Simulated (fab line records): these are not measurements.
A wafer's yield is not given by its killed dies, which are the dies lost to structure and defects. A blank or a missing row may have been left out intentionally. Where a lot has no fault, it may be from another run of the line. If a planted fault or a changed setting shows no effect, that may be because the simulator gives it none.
What tool caused it?    flow sky130    39 wafers from 13 lots sampled at 3 of the route's 708 steps

## WHAT EACH GAUGE READ, for each wafer
SKY_POLY_GATE_OVL_MEAS_14. Usual: POLY_GATE_OVL gives -1 nm (standard deviation 7.5).
lot   measured      on          POLY_GATE_OVL (nm)  flag
L187  day 16 18:04  overlay-02  1 1 8               
L188  day 16 23:14  overlay-01  -7 -5 -4            
L189  day 17 06:47  overlay-01  -15 -8 -5           
L192  day 18 08:32  overlay-01  -8 -5 -2            
L200  day 21 07:47  overlay-02  7 4 7               
L199  day 21 08:18  overlay-02  -15 -11 -16         
L202  day 22 00:50  overlay-01  6 7 14              
L203  day 22 09:26  overlay-01  -7 -4 -1            
L206  day 23 01:20  overlay-02  12 7 4              
L207  day 23 14:08  overlay-01  6 0 7               
L208  day 24 07:50  overlay-01  -3 5 1              
L209  day 24 13:47  overlay-01  8 7 6               
L210  day 24 15:56  overlay-02  -3 -5 -16           

SKY_LDD_N_TW_MEAS_17. Usual: LDD_N_TW gives 2583 (standard deviation 13).
lot   measured      on            LDD_N_TW        flag
L187  day 18 03:47  filmMetro-03  2586 2586 2594  
L188  day 18 08:58  filmMetro-04  2598 2602 2576  
L189  day 18 18:43  filmMetro-04  2587 2587 2609  
L192  day 19 17:11  filmMetro-03  2607 2594 2601  
L200  day 22 18:20  filmMetro-01  2558 2571 2572  
L199  day 22 19:17  filmMetro-03  2582 2573 2591  
L202  day 23 09:37  filmMetro-04  2581 2589 2580  
L203  day 23 17:49  filmMetro-01  2577 2588 2574  
L206  day 24 09:21  filmMetro-01  2574 2588 2578  
L207  day 24 23:07  filmMetro-04  2595 2608 2586  
L208  day 25 17:08  filmMetro-01  2565 2556 2585  
L209  day 25 23:16  filmMetro-01  2566 2558 2580  
L210  day 26 00:31  filmMetro-04  2571 2571 2574  

## WHICH TOOL RAN EACH LOT (tool, then ch and the chambers of the sampled wafers, then the start)
lot   SKY_POLY_GATE_ETCH_16
L187  rieDiel-04 ch 0,2,3, day 16 18:10
L188  rieDiel-03 ch 0,2, day 16 23:21
L189  rieDiel-04 ch 0,2,3, day 17 06:54
L192  rieDiel-03 ch 2,3, day 18 08:39
L200  rieDiel-03 ch 1,3, day 21 07:56
L199  rieDiel-03 ch 1,3, day 21 08:29
L202  rieDiel-04 ch 0,1, day 22 00:57
L203  rieDiel-03 ch 0,1,3, day 22 09:33
L206  rieDiel-04 ch 0,2,3, day 23 01:27
L207  rieDiel-03 ch 0,1,3, day 23 14:15
L208  rieDiel-03 ch 1,2, day 24 07:57
L209  rieDiel-01 ch 0,1,2, day 24 13:54
L210  rieDiel-01 ch 0,1, day 24 16:03
- SKY_POLY_GATE_ETCH_16: etches Si3N4 in CH3F/O2, stops on poly-Si, time 147.5 s, target depth 75 nm.

## WHAT THE TOOLS THEMSELVES READ (means of the sampled wafers that have a number; where no wafer has one, the mark that the record gives instead)
SKY_POLY_GATE_ETCH_16. Usual: drypumpMotorCurrentA 5.9 A, standard deviation 0.6; oesProductAu 0.640 a.u., standard deviation 0.0055; throttleValvePct 10.535 %, standard deviation 0.0097.
lot   tool        drypumpMotorCurrentA (A)  oesProductAu (a.u.)  throttleValvePct (%)  flag
L187  rieDiel-04  5.9                       0.649                10.538                
L188  rieDiel-03  6.3                       0.636                10.532                
L189  rieDiel-04  5.9                       0.637                10.547                
L192  rieDiel-03  6.3                       0.642                10.535                
L200  rieDiel-03  5.9                       0.637                10.532                
L199  rieDiel-03  5.9                       0.636                10.529                
L202  rieDiel-04  5.7                       0.636                10.543                
L203  rieDiel-03  6.0                       0.644                10.534                
L206  rieDiel-04  6.0                       0.640                10.532                
L207  rieDiel-03  6.0                       0.640                10.529                
L208  rieDiel-03  5.7                       0.646                10.531                
L209  rieDiel-01  5.9                       0.639                10.538                
L210  rieDiel-01  5.5                       0.640                10.540                

## THE ANSWER, worked out from the rows above alone
Rule: a lot is off if the mean of its wafers that have a number lies more than 3 standard deviations from the usual mean. Also off: a lot with no number at a reading for which 4 or more lots have one. All remaining lots with rows at the step are treated as sound. The gauges are gone through in route order, then the tools' own readings, and for those a lot's mean is taken as printed above. The first step at which some lot is off is used, and at that step the reading that is off furthest; a lot without a number counts as furthest.
No lot is off on any of the readings shown, so nothing can be concluded from this.

## WHAT THE SIMULATOR HAD PUT IN
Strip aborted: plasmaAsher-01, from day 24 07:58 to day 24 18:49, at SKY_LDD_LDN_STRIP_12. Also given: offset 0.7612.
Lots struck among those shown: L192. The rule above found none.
